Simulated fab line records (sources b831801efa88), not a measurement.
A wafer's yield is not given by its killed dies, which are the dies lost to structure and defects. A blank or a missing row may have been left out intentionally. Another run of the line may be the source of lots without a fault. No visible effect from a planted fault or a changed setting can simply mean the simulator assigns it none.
One fault seen from 2 desks || flow sky130 || every desk sees just its own numbers, and what lay behind them comes last

## TOOL OWNER'S DESK, pvd_sputter-03
The tool's own readings at SKY_METAL4_SPUTTER_01 (material TiN, target thk 20 nm, time 16.7 s): means of the sampled wafers that have a number, for each lot that ran on this tool. The brackets show how far a lot's mean lies from the usual mean; more than 4 standard deviations puts the lot out of limits, marked OUT.
Columns: A = cathode_dc_power_W at SKY_METAL4_SPUTTER_01, usual 6500.0 W; B = throttle_valve_pct at SKY_METAL4_SPUTTER_01, usual 29.8 %
{"lot": "L389", "first seen here": "day 42 19:42", "A": 6500.5, "B": 30.2}
{"lot": "L392", "first seen here": "day 43 14:24", "A": 6501.3, "B": 29.4}
This desk found nothing out of limits on any of the 2 lots.

## FROM THE METROLOGY DESK
What the gauges read, lot by lot, whatever tool the lot ran on: means of the sampled wafers that have a number. The brackets show how far a lot's mean lies from the usual mean; more than 4 standard deviations puts the lot out of limits, marked OUT.
Columns: A = VIA3_W_RS at SKY_VIA3_RS_MEAS_22, usual 0.2917 ohm/sq; B = VIA3_W_THK at SKY_VIA3_THK_MEAS_23, usual 395 nm
{"lot": "L389", "first seen here": "day 42 19:04", "A": 0.2939, "B": 391}
{"lot": "L392", "first seen here": "day 43 13:54", "A": 0.2879, "B": 405}
{"lot": "L394", "first seen here": "day 44 07:31", "A": 0.2882, "B": 401}
{"lot": "L400", "first seen here": "day 45 16:42", "A": 0.2934, "B": 397}
{"lot": "L401", "first seen here": "day 45 22:29", "A": 0.2941, "B": 396}
This desk found nothing out of limits on any of the 5 lots.

## PUT TOGETHER
Nothing out of limits was seen by the tool owner's desk.
At the metrology desk, nothing out of limits was observed.

## WHAT THE SIMULATOR HAD PUT IN
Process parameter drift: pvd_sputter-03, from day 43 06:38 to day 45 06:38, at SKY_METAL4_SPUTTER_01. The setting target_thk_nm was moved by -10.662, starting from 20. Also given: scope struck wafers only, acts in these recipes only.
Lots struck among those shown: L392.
